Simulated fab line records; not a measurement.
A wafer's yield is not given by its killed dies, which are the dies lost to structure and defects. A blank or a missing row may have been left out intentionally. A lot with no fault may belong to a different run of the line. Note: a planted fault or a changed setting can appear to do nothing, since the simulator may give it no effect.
Matching of chambers :: flow gf180mcu :: 3 sister chambers for GF_MIM_CVD_05 on pecvd-04
The step deposits Si3N4, target thk 42 nm, time 29.086 s. 14 wafers are shown with their chamber, then 6 later ones without.

## WAFERS WITH THEIR CHAMBER
wafer: L636.1
chamber: 1
heater-power-w (W): 650
run-length-s (s): 57.4

wafer: L636.2
chamber: 0
heater-power-w (W): 711
run-length-s (s): 56.2

wafer: L636.6
chamber: 0
heater-power-w (W): 706
run-length-s (s): 56.0

wafer: L639.1
chamber: 2
heater-power-w (W): 556
run-length-s (s): 57.0

wafer: L639.3
chamber: 0
heater-power-w (W): 632
run-length-s (s): 56.6

wafer: L639.6
chamber: 2
heater-power-w (W): 534
run-length-s (s): 56.9

wafer: L640.1
chamber: 2
heater-power-w (W): 551
run-length-s (s): 57.2

wafer: L640.4
chamber: 2
heater-power-w (W): 566
run-length-s (s): 57.3

wafer: L640.5
chamber: 1
heater-power-w (W): 622
run-length-s (s): 57.9

wafer: L644.1
chamber: 0
heater-power-w (W): 708
run-length-s (s): 56.1

wafer: L644.3
chamber: 2
heater-power-w (W): 598
run-length-s (s): 57.4

wafer: L655.1
chamber: 0
heater-power-w (W): 683
run-length-s (s): 56.1

wafer: L655.2
chamber: 1
heater-power-w (W): 688
run-length-s (s): 57.1

wafer: L655.5
chamber: 2
heater-power-w (W): 490
run-length-s (s): 56.6

SIGNATURES (means of the wafers above)
reading: heater-power-w
chamber 0: 688.00
chamber 1: 653.33
chamber 2: 549.17
scatter within a chamber: 34.5

reading: run-length-s
chamber 0: 56.200
chamber 1: 57.467
chamber 2: 57.067
scatter within a chamber: 0.298
Rule: for each reading, subtract the chamber's mean from the wafer's reading, divide by that reading's scatter and square the result; add these up over the readings and take the root, which gives the wafer's distance from the chamber. The wafer belongs to the nearest chamber; if the next one is less than 2 further off, it can't be placed. How the scatter is found: for the shown wafers, subtract from each reading the mean of its chamber, square and add these, divide the total by (wafers less chambers), then take the root.

## WAFERS WHOSE CHAMBER IS MISSING
wafer: L656.1
heater-power-w (W): 519
run-length-s (s): 56.8

wafer: L656.4
heater-power-w (W): 513
run-length-s (s): 56.7

wafer: L656.5
heater-power-w (W): 715
run-length-s (s): 56.0

wafer: L658.1
heater-power-w (W): 602
run-length-s (s): 57.7

wafer: L658.4
heater-power-w (W): 703
run-length-s (s): 56.1

wafer: L658.5
heater-power-w (W): 609
run-length-s (s): 57.4

## WHICH CHAMBER EACH WENT THROUGH
wafer: L656.1
from the rows above: 2
in truth: 2

wafer: L656.4
from the rows above: 2
in truth: 2

wafer: L656.5
from the rows above: 0
in truth: 0

wafer: L658.1
from the rows above: can't be placed: 1 or 2
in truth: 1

wafer: L658.4
from the rows above: 0
in truth: 0

wafer: L658.5
from the rows above: can't be placed: 1 or 2
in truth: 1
Placed correctly: 4 of 6. Not placeable from these rows: 2 (in 2, the candidates include the true chamber). Wrongly placed: 0.
